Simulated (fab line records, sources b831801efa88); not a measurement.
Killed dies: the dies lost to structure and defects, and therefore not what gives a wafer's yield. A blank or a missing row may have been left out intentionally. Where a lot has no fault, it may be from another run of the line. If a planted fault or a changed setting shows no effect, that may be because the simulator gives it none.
fab line records	flow gf180mcu
record: lots: 5	wafers: 15	last_day: 33
route steps=602 shown STI@29 DNWELL@32 NWELL@42 LVPWELL@54
lots that met no fault: taken from a fault-free run of the same line
start_h: hours from the record's opening day to when the first of the lot's shown wafers began	wait_h: hours since the lot's step before	" the same as in the row above	L1.1+2: a single row standing in for several wafers	- no value present, or no start provided	* or withheld: withheld	< > ~ a bound
route shown NAME@n: NAME is a module with steps in the file, n the number in the route of the first one	usual: the fault-free wafers' mean and standard deviation	same: alike in all rows	chamber/n: place in a boat	sites: readings site by site	_std_site: the standard deviation of these	_edge_site: mean of outer sites minus mean of inner sites	radius_mm: how far each site lies from the wafer's centre	mask NAME#n: copy n	behind: the most recent tool/chamber to have shaped the wafer	hold: cause of the lot's hold/its duration in hours/its outcome	device: the n, p or np transistor that did not switch	end of line: the route-end tests of the same wafers	for a step that has no rows: nothing shown but its recipe	killed: not the wafer's yield, but the dies lost to structure and defects at the first sort	map: per-die view of a wafer (x killed, . not killed, _ where there is no die)
set.NAME: setting as actually run; set.NAME@STEP: the setting as run at that earlier step	model.NAME: the simulator's own value behind a step, which no gauge read
a table for each step, a row for each wafer; lots at some steps of the route
services: when a tool's chamber went out of use (start_h, in hours from the record's first day, below 0 if earlier), for how many hours, and the reason
== steps ==
step: GF_STI_WET_ETCH_28
recipe: chemistry: dHF	target_depth_nm: 20	dry: ipa_marangoni	target: SiO2	temp_c: 25	dilution: 10:1	time_s: 40
lot.wafer	tool	chamber	start_h	wait_h
L074.1+2+3	wet_bench-02	2	30.56	0.0
L076.3+4+5	wet_bench-01	1	38.68	0.0
L077.1+3+4	wet_bench-03	3	44.24	0.0
L087.1+2+4	wet_bench-02	2	95.22	0.0
L090.2+3+5	wet_bench-01	0	112.28	0.0
step: GF_STI_OXIDATION_29
recipe: temp_c: 900	ambient: O2	stabilise_s: 600	purge_s: 300	target_thk_a: 100	ox_time_s: 1418
usual: zone_power_bottom_pct: 25.8/2.7
lot.wafer	tool	chamber	start_h	wait_h	zone_power_bottom_pct
L074.1	furnace-01	0	31.25	0.7	29.5
L074.2	"	0	"	"	29.3
L074.3	"	0	"	"	29.2
L076.3	furnace-02	0	38.71	0.0	23.6
L076.4	"	0	"	"	24.2
L076.5	"	0	"	"	23.8
L077.1	furnace-02	0	44.26	0.0	23.4
L077.3	"	0	"	"	23.5
L077.4	"	0	"	"	23.9
L087.1	furnace-02	0	95.55	0.3	23.7
L087.2	"	0	"	"	23.9
L087.4	"	0	"	"	24.0
L090.2	furnace-02	0	113.61	1.3	23.4
L090.3	"	0	"	"	23.6
L090.5	"	0	"	"	23.6
step: GF_STI_THK_MEAS_30
recipe: reads: SiO2_of_STI_OXIDATION_29
usual: STI_OXIDATION_02_THK: 10.03/0.17
lot.wafer	tool	chamber	start_h	wait_h	STI_OXIDATION_02_THK[nm]
L074.1	film_metro-04	-	32.64	0.0	9.94
L074.2	"	-	"	"	9.98
L074.3	"	-	"	"	9.81
L076.3	film_metro-02	-	40.13	0.0	9.94
L076.4	"	-	"	"	10.21
L076.5	"	-	"	"	10.00
L077.1	film_metro-01	-	45.66	0.0	9.80
L077.3	"	-	"	"	9.93
L077.4	"	-	"	"	9.88
L087.1	film_metro-01	-	96.94	0.0	10.15
L087.2	"	-	"	"	10.10
L087.4	"	-	"	"	10.10
L090.2	film_metro-04	-	115.01	0.0	10.14
L090.3	"	-	"	"	10.27
L090.5	"	-	"	"	10.08
step: GF_DNWELL_DEHYDRATE_00
recipe: temp_c: 200	time_s: 60
usual: heater_power_total_W: 160.38/0.13	plate_temp_C: 200.01/0.14
lot.wafer	tool	chamber	start_h	wait_h	heater_power_total_W	plate_temp_C
L074.1	litho_track-01	0	38.17	5.5	160.31	199.95
L074.2	"	0	"	"	160.37	199.93
L074.3	"	0	"	"	160.45	199.89
L076.3	litho_track-01	0	45.42	5.3	160.43	200.11
L076.4	"	0	"	"	160.45	199.81
L076.5	"	0	"	"	160.25	199.79
L077.1	litho_track-03	0	50.60	4.9	160.50	200.10
L077.3	"	0	"	"	160.22	200.25
L077.4	"	0	"	"	160.33	200.23
L087.1	litho_track-01	0	103.02	6.1	160.40	199.92
L087.2	"	0	"	"	160.29	200.06
L087.4	"	0	"	"	160.23	200.05
L090.2	litho_track-02	0	121.82	6.8	160.36	200.26
L090.3	"	0	"	"	160.60	200.10
L090.5	"	0	"	"	160.25	200.18
step: GF_DNWELL_HMDS_01
recipe: prime_time_s: 60	prime_temp_c: 120
lot.wafer	tool	chamber	start_h	wait_h
L074.1+2+3	litho_track-01	0	38.32	0.1
L076.3+4+5	litho_track-01	0	45.57	0.1
L077.1+3+4	litho_track-03	0	50.75	0.1
L087.1+2+4	litho_track-01	0	103.17	0.1
L090.2+3+5	litho_track-02	0	121.97	0.1
step: GF_DNWELL_COAT_02
recipe: spin_rpm: 2000	resist_thk_nm: 3000
lot.wafer	tool	chamber	start_h	wait_h
L074.1+2+3	litho_track-01	0	38.47	0.1
L076.3+4+5	litho_track-01	0	45.72	0.1
L077.1+3+4	litho_track-03	0	50.90	0.1
L087.1+2+4	litho_track-01	0	103.32	0.1
L090.2+3+5	litho_track-02	0	122.12	0.1
step: GF_DNWELL_SOFTBAKE_03
recipe: temp_c: 110	time_s: withheld
usual: heater_power_total_W: 65.34/0.13	plate_temp_C: 110.01/0.14
lot.wafer	tool	chamber	start_h	wait_h	heater_power_total_W	plate_temp_C
L074.1	litho_track-01	0	38.62	0.1	65.44	109.89
L074.2	"	0	"	"	65.38	110.16
L074.3	"	0	"	"	65.26	109.93
L076.3	litho_track-01	0	45.89	0.1	65.12	109.93
L076.4	"	0	"	"	65.33	109.89
L076.5	"	0	"	"	65.60	109.78
L077.1	litho_track-03	0	51.05	0.1	65.45	109.82
L077.3	"	0	"	"	65.37	110.10
L077.4	"	0	"	"	65.58	109.93
L087.1	litho_track-01	0	103.47	0.1	65.22	110.17
L087.2	"	0	"	"	65.39	109.99
L087.4	"	0	"	"	65.21	110.16
L090.2	litho_track-02	0	122.27	0.1	65.38	109.98
L090.3	"	0	"	"	65.49	109.88
L090.5	"	0	"	"	65.25	110.06
step: GF_DNWELL_EXPOSE_04
recipe: mask_id: DNWELL	target_cd_nm: 1700	na: 0.6	source_shape: conventional	sigma_outer: 0.6	dose_mj: 260
usual: reticle_temp_C: 23.01/0.1
lot.wafer	tool	chamber	start_h	wait_h	mask	reticle_temp_C
L074.1	iline_stepper-01	0	-	-	DNWELL#0	23.04
L074.2	"	0	"	"	DNWELL#0	23.04
L074.3	"	0	"	"	DNWELL#0	23.10
L076.3	iline_stepper-01	0	-	-	DNWELL#0	23.01
L076.4	"	0	"	"	DNWELL#0	22.87
L076.5	"	0	"	"	DNWELL#0	22.93
L077.1	iline_stepper-01	0	-	-	DNWELL#0	22.99
L077.3	"	0	"	"	DNWELL#0	23.09
L077.4	"	0	"	"	DNWELL#0	22.97
L087.1	iline_stepper-01	0	-	-	DNWELL#0	23.00
L087.2	"	0	"	"	DNWELL#0	22.91
L087.4	"	0	"	"	DNWELL#0	22.95
L090.2	iline_stepper-02	0	-	-	DNWELL#0	22.82
L090.3	"	0	"	"	DNWELL#0	22.82
L090.5	"	0	"	"	DNWELL#0	22.95
step: GF_DNWELL_PEB_05
recipe: temp_c: 115	time_s: withheld
usual: heater_power_total_W: 69.34/0.13	plate_temp_C: 114.97/0.12
lot.wafer	tool	chamber	start_h	wait_h	heater_power_total_W	plate_temp_C
L074.1	litho_track-01	0	-	-	69.12	115.00
L074.2	"	0	"	"	69.45	114.95
L074.3	"	0	"	"	69.30	115.05
L076.3	litho_track-01	0	-	-	69.22	115.11
L076.4	"	0	"	"	69.42	114.89
L076.5	"	0	"	"	69.24	114.92
L077.1	litho_track-02	0	-	-	69.39	115.10
L077.3	"	0	"	"	69.55	114.98
L077.4	"	0	"	"	69.30	115.11
L087.1	litho_track-02	0	-	-	69.15	114.82
L087.2	"	0	"	"	69.50	114.84
L087.4	"	0	"	"	69.48	115.01
L090.2	litho_track-01	0	-	-	69.33	114.93
L090.3	"	0	"	"	69.31	114.89
L090.5	"	0	"	"	69.32	114.95
step: GF_DNWELL_DEVELOP_06
recipe: wall_angle_deg: 90	develop_time_s: 60	dev_temp_c: 23
same: develop_time_s: 60
lot.wafer	tool	chamber	start_h	wait_h
L074.1+2+3	litho_track-01	0	-	-
L076.3+4+5	litho_track-01	0	-	-
L077.1+3+4	litho_track-02	0	-	-
L087.1+2+4	litho_track-02	0	-	-
L090.2+3+5	litho_track-01	0	-	-
step: GF_DNWELL_IMPLANT_07
recipe: species: P	energy_kev: 1500	dose_cm2: 1e+13	tilt_deg: 0
lot.wafer	tool	chamber	start_h	wait_h
L074.1+2+3	implanter-02	0	45.07	-
L076.3+4+5	implanter-01	0	51.97	-
L077.1+3+4	implanter-02	0	57.44	-
L087.1+2+4	implanter-02	0	111.14	-
L090.2+3+5	implanter-03	0	129.74	-
step: GF_DNWELL_STRIP_08
recipe: chemistry: O2/N2	power_w: 1400	pressure_mtorr: 1500	platen_temp_c: 250	o2_flow_sccm: 3000	n2_flow_sccm: 300	overash_fraction: 0.5
usual: drypump_motor_current_A: 5.5/0.34	heater_power_w: 339/42	oes_product_au: 0.723/0.0044	strip_time_to_endpoint_s: 37.01/0.099
lot.wafer	tool	chamber	start_h	wait_h	drypump_motor_current_A	heater_power_w	oes_product_au	rf_hours_counter_h	strip_time_to_endpoint_s
L074.1	plasma_asher-02	0	45.22	0.1	5.0	312	0.724	40	36.96
L074.2	"	1	"	"	5.6	346	0.725	40	37.03
L074.3	"	0	"	"	5.0	308	0.727	-	37.09
L076.3	plasma_asher-04	0	52.10	0.1	5.2	334	0.721	-	36.97
L076.4	"	1	"	"	6.1	269	0.726	-	37.01
L076.5	"	0	"	"	5.2	331	0.721	-	36.86
L077.1	plasma_asher-01	0	57.59	0.1	5.7	385	0.723	40	37.11
L077.3	"	0	"	"	5.7	394	0.715	-	37.12
L077.4	"	1	"	"	5.3	375	0.719	-	37.06
L087.1	plasma_asher-04	0	111.29	0.1	5.2	340	0.728	46	36.84
L087.2	"	1	"	"	6.1	275	0.724	46	36.92
L087.4	"	1	"	"	6.1	264	0.718	-	36.97
L090.2	plasma_asher-01	0	129.87	0.1	5.7	368	0.722	1	36.99
L090.3	"	1	"	"	5.3	381	0.721	-	36.97
L090.5	"	1	"	"	5.3	384	0.720	-	36.93
step: GF_DNWELL_TW_MEAS_09
usual: DNWELL_TW: 1341/9
lot.wafer	tool	chamber	start_h	wait_h	DNWELL_TW
L074.1	film_metro-03	-	45.32	0.1	1341
L074.2	"	-	"	"	1351
L074.3	"	-	"	"	1343
L076.3	film_metro-01	-	52.19	0.1	1328
L076.4	"	-	"	"	1333
L076.5	"	-	"	"	1330
L077.1	film_metro-03	-	57.69	0.1	1337
L077.3	"	-	"	"	1342
L077.4	"	-	"	"	1351
L087.1	film_metro-04	-	111.39	0.1	1353
L087.2	"	-	"	"	1348
L087.4	"	-	"	"	1345
L090.2	film_metro-03	-	129.98	0.1	1350
L090.3	"	-	"	"	1344
L090.5	"	-	"	"	1349
step: GF_NWELL_DEHYDRATE_00
recipe: temp_c: 200	time_s: 60
usual: heater_power_total_W: 160.37/0.12	plate_temp_C: 200.00/0.15
lot.wafer	tool	chamber	start_h	wait_h	heater_power_total_W	plate_temp_C
L074.1	litho_track-01	0	50.57	5.2	160.22	199.90
L074.2	"	0	"	"	160.43	200.09
L074.3	"	0	"	"	160.44	199.95
L076.3	litho_track-04	0	58.03	5.8	160.38	200.00
L076.4	"	0	"	"	160.21	200.21
L076.5	"	0	"	"	160.20	199.81
L077.1	litho_track-02	0	63.24	5.5	160.33	200.06
L077.3	"	0	"	"	160.28	200.09
L077.4	"	0	"	"	160.42	199.80
L087.1	litho_track-01	0	117.57	6.2	160.56	199.92
L087.2	"	0	"	"	160.33	199.92
L087.4	"	0	"	"	160.29	199.93
L090.2	litho_track-02	0	136.77	6.8	160.40	199.92
L090.3	"	0	"	"	160.49	199.95
L090.5	"	0	"	"	160.28	200.18
step: GF_NWELL_HMDS_01
recipe: prime_time_s: 60	prime_temp_c: 120
lot.wafer	tool	chamber	start_h	wait_h
L074.1+2+3	litho_track-01	0	50.72	0.1
L076.3+4+5	litho_track-04	0	58.18	0.1
L077.1+3+4	litho_track-02	0	63.39	0.1
L087.1+2+4	litho_track-01	0	117.72	0.1
L090.2+3+5	litho_track-02	0	136.92	0.1
step: GF_NWELL_COAT_02
recipe: spin_rpm: 2000	resist_thk_nm: 3000
lot.wafer	tool	chamber	start_h	wait_h
L074.1+2+3	litho_track-01	0	50.87	0.1
L076.3+4+5	litho_track-04	0	58.33	0.1
L077.1+3+4	litho_track-02	0	63.54	0.1
L087.1+2+4	litho_track-01	0	117.87	0.1
L090.2+3+5	litho_track-02	0	137.07	0.1
step: GF_NWELL_SOFTBAKE_03
recipe: temp_c: 110	time_s: withheld
usual: heater_power_total_W: 65.32/0.13	plate_temp_C: 110.03/0.14
lot.wafer	tool	chamber	start_h	wait_h	heater_power_total_W	plate_temp_C
L074.1	litho_track-01	0	51.02	0.1	65.16	110.09
L074.2	"	0	"	"	65.22	109.93
L074.3	"	0	"	"	65.52	110.31
L076.3	litho_track-04	0	58.50	0.1	65.32	109.96
L076.4	"	0	"	"	65.38	110.08
L076.5	"	0	"	"	65.17	110.14
L077.1	litho_track-02	0	63.69	0.1	65.18	109.96
L077.3	"	0	"	"	65.35	109.87
L077.4	"	0	"	"	65.47	109.87
L087.1	litho_track-01	0	118.02	0.1	65.54	110.28
L087.2	"	0	"	"	65.20	110.15
L087.4	"	0	"	"	65.35	110.23
L090.2	litho_track-02	0	137.22	0.1	65.54	110.04
L090.3	"	0	"	"	65.25	110.06
L090.5	"	0	"	"	65.31	109.92
step: GF_NWELL_EXPOSE_04
recipe: mask_id: Nwell	target_cd_nm: 860	na: 0.6	source_shape: conventional	sigma_outer: 0.6	dose_mj: 260
usual: reticle_temp_C: 22.98/0.11
lot.wafer	tool	chamber	start_h	wait_h	mask	reticle_temp_C
L074.1	iline_stepper-02	0	-	-	Nwell#0	22.92
L074.2	"	0	"	"	Nwell#0	22.93
L074.3	"	0	"	"	Nwell#0	22.85
L076.3	iline_stepper-01	0	-	-	Nwell#0	22.80
L076.4	"	0	"	"	Nwell#0	22.88
L076.5	"	0	"	"	Nwell#0	22.95
L077.1	iline_stepper-02	0	-	-	Nwell#0	22.98
L077.3	"	0	"	"	Nwell#0	22.95
L077.4	"	0	"	"	Nwell#0	23.08
L087.1	iline_stepper-01	0	-	-	Nwell#0	23.10
L087.2	"	0	"	"	Nwell#0	23.01
L087.4	"	0	"	"	Nwell#0	22.99
L090.2	iline_stepper-02	0	-	-	Nwell#0	23.17
L090.3	"	0	"	"	Nwell#0	23.22
L090.5	"	0	"	"	Nwell#0	23.06
step: GF_NWELL_PEB_05
recipe: temp_c: 115	time_s: withheld
usual: heater_power_total_W: 69.36/0.12	plate_temp_C: 115.00/0.14
lot.wafer	tool	chamber	start_h	wait_h	heater_power_total_W	plate_temp_C
L074.1	litho_track-01	0	-	-	69.40	115.16
L074.2	"	0	"	"	69.63	115.20
L074.3	"	0	"	"	69.38	115.04
L076.3	litho_track-04	0	-	-	69.44	114.97
L076.4	"	0	"	"	69.28	115.02
L076.5	"	0	"	"	69.52	114.64
L077.1	litho_track-04	0	-	-	69.38	114.87
L077.3	"	0	"	"	69.48	114.84
L077.4	"	0	"	"	69.48	115.18
L087.1	litho_track-04	0	-	-	69.34	115.02
L087.2	"	0	"	"	69.47	115.06
L087.4	"	0	"	"	69.25	114.82
L090.2	litho_track-02	0	-	-	69.19	115.06
L090.3	"	0	"	"	69.44	115.00
L090.5	"	0	"	"	69.29	115.05
step: GF_NWELL_DEVELOP_06
recipe: wall_angle_deg: 90	develop_time_s: 60	dev_temp_c: 23
same: develop_time_s: 60
lot.wafer	tool	chamber	start_h	wait_h
L074.1+2+3	litho_track-01	0	-	-
L076.3+4+5	litho_track-04	0	-	-
L077.1+3+4	litho_track-04	0	-	-
L087.1+2+4	litho_track-04	0	-	-
L090.2+3+5	litho_track-02	0	-	-
step: GF_NWELL_OVL_MEAS_07
usual: NWELL_OVL: 0.0/1.8
lot.wafer	tool	chamber	start_h	wait_h	NWELL_OVL[nm]
L074.1	overlay-02	-	57.67	-	1.7
L074.2	"	-	"	"	2.2
L074.3	"	-	"	"	1.6
L076.3	overlay-02	-	64.69	-	-1.8
L076.4	"	-	"	"	0.3
L076.5	"	-	"	"	-1.3
L077.1	overlay-02	-	70.03	-	1.6
L077.3	"	-	"	"	2.6
L077.4	"	-	"	"	1.9
L087.1	overlay-01	-	125.83	-	-0.4
L087.2	"	-	"	"	0.1
L087.4	"	-	"	"	1.0
L090.2	overlay-01	-	144.85	-	1.7
L090.3	"	-	"	"	1.9
L090.5	"	-	"	"	1.5
step: GF_NWELL_IMPLANT_08
recipe: species: P	energy_kev: 450	dose_cm2: 1.5e+13	tilt_deg: 0
lot.wafer	tool	chamber	start_h	wait_h
L074.1+2+3	implanter-04	0	57.71	0.0
L076.3+4+5	implanter-01	0	64.77	0.1
L077.1+3+4	implanter-03	0	70.07	0.0
L087.1+2+4	implanter-01	0	125.87	0.0
L090.2+3+5	implanter-04	0	144.90	0.0
step: GF_NWELL_IMPLANT_09
recipe: species: P	energy_kev: 160	dose_cm2: 4e+12	tilt_deg: 0
lot.wafer	tool	chamber	start_h	wait_h
L074.1+2+3	implanter-04	0	57.86	0.1
L076.3+4+5	implanter-01	0	64.92	0.1
L077.1+3+4	implanter-03	0	70.22	0.1
L087.1+2+4	implanter-01	0	126.02	0.1
L090.2+3+5	implanter-04	0	145.05	0.1
step: GF_NWELL_STRIP_10
recipe: chemistry: O2/N2	power_w: 1400	pressure_mtorr: 1500	platen_temp_c: 250	o2_flow_sccm: 3000	n2_flow_sccm: 300	overash_fraction: 0.5
usual: drypump_motor_current_A: 5.5/0.33	heater_power_w: 338/58	oes_product_au: 0.723/0.0047	strip_time_to_endpoint_s: 37.01/0.094
lot.wafer	tool	chamber	start_h	wait_h	drypump_motor_current_A	heater_power_w	oes_product_au	rf_hours_counter_h	strip_time_to_endpoint_s
L074.1	plasma_asher-03	0	58.01	0.1	5.4	282	0.730	24	36.98
L074.2	"	1	"	"	5.9	446	0.730	24	36.94
L074.3	"	0	"	"	5.4	293	0.727	-	36.90
L076.3	plasma_asher-03	0	65.05	0.1	5.4	282	0.715	-	37.03
L076.4	"	1	"	"	5.9	428	0.723	-	37.04
L076.5	"	1	"	"	5.9	444	0.724	-	37.02
L077.1	plasma_asher-02	0	70.37	0.1	5.1	310	0.722	42	37.00
L077.3	"	0	"	"	5.0	309	0.721	-	37.04
L077.4	"	1	"	"	5.6	342	0.723	-	37.02
L087.1	plasma_asher-02	1	126.17	0.1	5.6	344	0.722	48	37.04
L087.2	"	0	"	"	5.0	307	0.712	48	37.03
L087.4	"	1	"	"	5.6	360	0.723	-	36.98
L090.2	plasma_asher-02	1	145.18	0.1	5.6	363	0.720	50	36.94
L090.3	"	1	"	"	5.6	365	0.714	-	36.92
L090.5	"	0	"	"	5.0	311	0.719	-	36.97
step: GF_NWELL_TW_MEAS_11
usual: NWELL_TW: 1564/10
lot.wafer	tool	chamber	start_h	wait_h	NWELL_TW
L074.1	film_metro-04	-	58.11	0.1	1552
L074.2	"	-	"	"	1553
L074.3	"	-	"	"	1553
L076.3	film_metro-03	-	65.14	0.1	1555
L076.4	"	-	"	"	1556
L076.5	"	-	"	"	1549
L077.1	film_metro-02	-	70.47	0.1	1587
L077.3	"	-	"	"	1585
L077.4	"	-	"	"	1577
L087.1	film_metro-02	-	126.27	0.1	1569
L087.2	"	-	"	"	1572
L087.4	"	-	"	"	1571
L090.2	film_metro-04	-	145.29	0.1	1548
L090.3	"	-	"	"	1547
L090.5	"	-	"	"	1558
step: GF_LVPWELL_DEHYDRATE_00
recipe: temp_c: 200	time_s: 60
usual: heater_power_total_W: 160.37/0.12	plate_temp_C: 200.02/0.18
lot.wafer	tool	chamber	start_h	wait_h	heater_power_total_W	plate_temp_C
L074.1	litho_track-04	0	63.68	5.6	160.32	200.32
L074.2	"	0	"	"	160.27	200.03
L074.3	"	0	"	"	160.31	200.05
L076.3	litho_track-02	0	70.34	5.2	160.58	200.08
L076.4	"	0	"	"	160.43	200.03
L076.5	"	0	"	"	160.24	200.18
L077.1	litho_track-02	0	76.54	6.1	160.34	200.02
L077.3	"	0	"	"	160.16	199.69
L077.4	"	0	"	"	160.24	199.90
L087.1	litho_track-04	0	132.88	6.6	160.17	200.42
L087.2	"	0	"	"	160.24	200.19
L087.4	"	0	"	"	160.45	199.94
L090.2	litho_track-04	0	151.40	6.1	160.39	200.17
L090.3	"	0	"	"	160.36	199.97
L090.5	"	0	"	"	160.38	200.03
== services ==
tool	chamber	start_h	hours	kind
implanter-04	-	36.15	3.8	repair
plasma_asher-02	-	39.47	2.4	repair
iline_stepper-02	-	42.85	1.7	pm
implanter-01	-	59.92	1.2	repair
implanter-03	-	96.33	1.9	repair
implanter-02	-	103.72	1.1	repair
plasma_asher-01	-	108.75	9.0	pm
plasma_asher-01	0	108.75	9.0	vent_cycle
plasma_asher-01	1	108.75	9.0	vent_cycle
furnace-01	-	111.51	2.8	pm
plasma_asher-01	0	117.75	-	clean
plasma_asher-01	1	117.75	-	clean
furnace-02	-	119.50	3.0	pm
plasma_asher-02	-	119.87	2.3	repair
implanter-01	-	120.28	2.4	pm
implanter-04	-	125.45	2.5	repair
implanter-01	-	129.63	3.3	repair
iline_stepper-02	-	139.75	0.8	repair
== key ==
fault none
